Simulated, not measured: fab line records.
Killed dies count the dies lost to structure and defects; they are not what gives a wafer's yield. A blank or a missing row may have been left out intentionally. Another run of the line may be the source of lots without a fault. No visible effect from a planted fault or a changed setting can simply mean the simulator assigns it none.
2 desks looking at one fault :: flow sky130 :: what lay behind the numbers comes last; until then each desk has only its own

== DESK OF THE TOOL OWNER: wet_bench-03 ==
The tool's own readings at SKY_METAL5_STRIP_17 (strips in post etch residue remover, time 1200 s): means of the sampled wafers that have a number, for each lot that ran on this tool. Marked OUT: a lot whose mean sits more than 4 standard deviations from the usual mean, which makes it out of limits; the brackets give that distance.
Columns: A = bath_guard_temp_C at SKY_METAL5_STRIP_17, usual 72.6 C; B = temp_c at SKY_METAL5_STRIP_17, usual 72.50 C
lot: L507
first seen here: day 44 04:34
A: 72.2
B: 72.53

lot: L508
first seen here: day 44 05:28
A: 72.7
B: 72.46

lot: L513
first seen here: day 45 14:14
A: 72.5
B: 72.60

lot: L514
first seen here: day 45 21:53
A: 72.6
B: 72.57

lot: L515
first seen here: day 46 04:55
A: 76.1 (+7.8) OUT
B: 75.14 (+24) OUT

lot: L516
first seen here: day 46 05:46
A: 75.2 (+5.7) OUT
B: 75.03 (+23) OUT

lot: L517
first seen here: day 46 17:50
A: 76.2 (+8.0) OUT
B: 74.97 (+22) OUT

lot: L528
first seen here: day 49 05:08
A: 72.4
B: 72.56
This desk's finding: out of limits on L515, L516, L517; first on L515, day 46 04:55 (bath_guard_temp_C at SKY_METAL5_STRIP_17). L507, L508, L513, L514, L528: within limits.

== METROLOGY DESK ==
Means of the sampled wafers that have a number, per lot and without regard to the tool the lot ran on: this is what the gauges read. Marked OUT: a lot whose mean sits more than 4 standard deviations from the usual mean, which makes it out of limits; the brackets give that distance.
Columns: A = CAP2M_CVD_00_THK at SKY_CAP2M_THK_MEAS_01, usual 15.60 nm
lot: L505
first seen here: day 39 08:28
A: 15.85

lot: L507
first seen here: day 40 06:07
A: 15.32

lot: L508
first seen here: day 40 06:46
A: 15.79

lot: L511
first seen here: day 41 02:34
A: 15.81

lot: L513
first seen here: day 41 15:05
A: 15.61

lot: L514
first seen here: day 42 03:02
A: 15.69

lot: L515
first seen here: day 42 09:55
A: 15.59

lot: L516
first seen here: day 42 10:45
A: 15.67

lot: L517
first seen here: day 43 00:28
A: 15.63

lot: L523
first seen here: day 45 05:52
A: 15.67

lot: L527
first seen here: day 45 14:13
A: 15.63

lot: L528
first seen here: day 45 20:04
A: 15.47
This desk's finding: nothing out of limits on any of the 12 lots.

== BROUGHT TOGETHER ==
On L515, L516, L517, at day 46 04:55, an alarm was possible from the tool owner's desk.
From the metrology desk's view, nothing was out of limits.
The metrology desk has L515, L516, L517 on record, within its limits.
Every lot named ran SKY_METAL5_STRIP_17 on wet_bench-03.

== WHAT WAS PUT IN BY THE SIMULATOR ==
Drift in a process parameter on wet_bench-03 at SKY_METAL5_STRIP_17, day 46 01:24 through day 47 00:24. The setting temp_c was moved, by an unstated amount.
Struck lots among those shown: L515, L516, L517.
Delay in hours, fault start to first out-of-limits reading, by desk: the tool owner's desk at 4.
